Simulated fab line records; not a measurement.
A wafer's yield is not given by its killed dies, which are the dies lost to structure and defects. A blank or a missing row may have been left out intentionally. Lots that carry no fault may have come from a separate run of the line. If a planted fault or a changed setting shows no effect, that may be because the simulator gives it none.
Problem report, 8D (eight disciplines) form, completed by code | flow gf180mcu | the parts of the form that need people (team, actions taken, sign-off) are left out

## 1. WHAT WENT WRONG
oes-product-au at GF_STI_ETCH_14 reads a mean of 0.875 a.u. on 4 wafers of 3 lots; wafers without a fault read 0.999 a.u. with a standard deviation of 0.0071. Relative to the usual mean, that is a shift of -17 standard deviations.
The step: etches Si in HBr/Cl2/O2, target depth 360 nm, time 102.9 s.
First seen on wafer L405.5, day 5 07:14, on rie-si-01. The record holds 39 wafers of 13 lots with a number at this step. The rule behind "out" and "out of limits": a value lying over 4 standard deviations away from the usual mean. Any other wafer with a number is counted as sound.

## 2. WHAT THIS IS AND IS NOT
question                    | is                                 | is not
which readings at this step | oes-product-au, throttle-valve-pct | drypump-motor-current-A, mfc-cl2-sccm
which lots                  | L405, L406, L407                   | L390, L392, L393, L395, L397, L398, L399, L401, L403, L410
which wafers of those lots  | L405.5, L406.4, L406.6, L407.5     | L405.2, L405.3, L406.2, L407.1, L407.3
read on which tools         | rie-si-01                          | rie-si-02
when                        | from day 5 07:14                   | up to then (29 sound wafers); but 6 sound wafers of L406, L407, L410 came after

## 3. THE SUSPECTS, EACH WITH WHAT RULES IT OUT
Counting: any tool at a process step up to the reading remains a suspect provided it ran every lot that is out. Sound lots after the first of them don't rule it out here, since some wafers of a struck lot are sound.
- rie-si-01 at GF_STI_ETCH_14 (etches Si in HBr/Cl2/O2, target depth 360 nm, time 102.9 s): kept. It processed each lot that is out (first: L405, day 5 07:14); up to then, its last sound lot is L403 (day 4 21:02). On those wafers its own readings are out: oes-product-au, throttle-valve-pct.
Left after counting: rie-si-01 at GF_STI_ETCH_14.

## 4. THE CAUSE (what the simulator had put in)
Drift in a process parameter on rie-si-01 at GF_STI_ETCH_14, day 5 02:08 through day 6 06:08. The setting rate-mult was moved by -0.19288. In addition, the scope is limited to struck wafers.
The count eliminated every tool but this one.

## 5. THE EFFECT CHAIN, in route order
One row per reading whose mean, taken over the struck wafers that have a number, lies over 3 standard deviations from the usual. Only readings whose record carries a usual standard deviation are examined. hours: median over the lots of the time between each lot's start at the first step of this table that gives one and its start at this step. sigmas: the change, counted in usual standard deviations.
hours | step            | reading                  | usual      | on struck wafers | change | sigmas
0     | GF_STI_ETCH_14  | oes-product-au           | 0.999 a.u. | 0.875            | -0.124 | -17
0     | GF_STI_ETCH_14  | throttle-valve-pct       | 25.657 %   | 25.747           | +0.090 | +9.0
0     | GF_STI_STRIP_15 | strip-time-to-endpoint-s | 3.72 s     | 3.94             | +0.22  | +5.8
Here are the process steps it includes:
- GF_STI_ETCH_14: etches Si in HBr/Cl2/O2, target depth 360 nm, time 102.9 s.
- GF_STI_STRIP_15: strips in O2/N2.
Later measuring or inspecting steps at which every struck wafer that the step has a row for has a number for every such reading, and none has moved that far: GF_POLY_GATE_CD_MEAS_10, GF_HV_LDD_CD_MEAS_31.

## 6. WHAT WOULD HAVE CAUGHT IT SOONER
5 hours passed between the start of the fault at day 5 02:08 and the first reading out of limits in this record, taken at day 5 07:14.
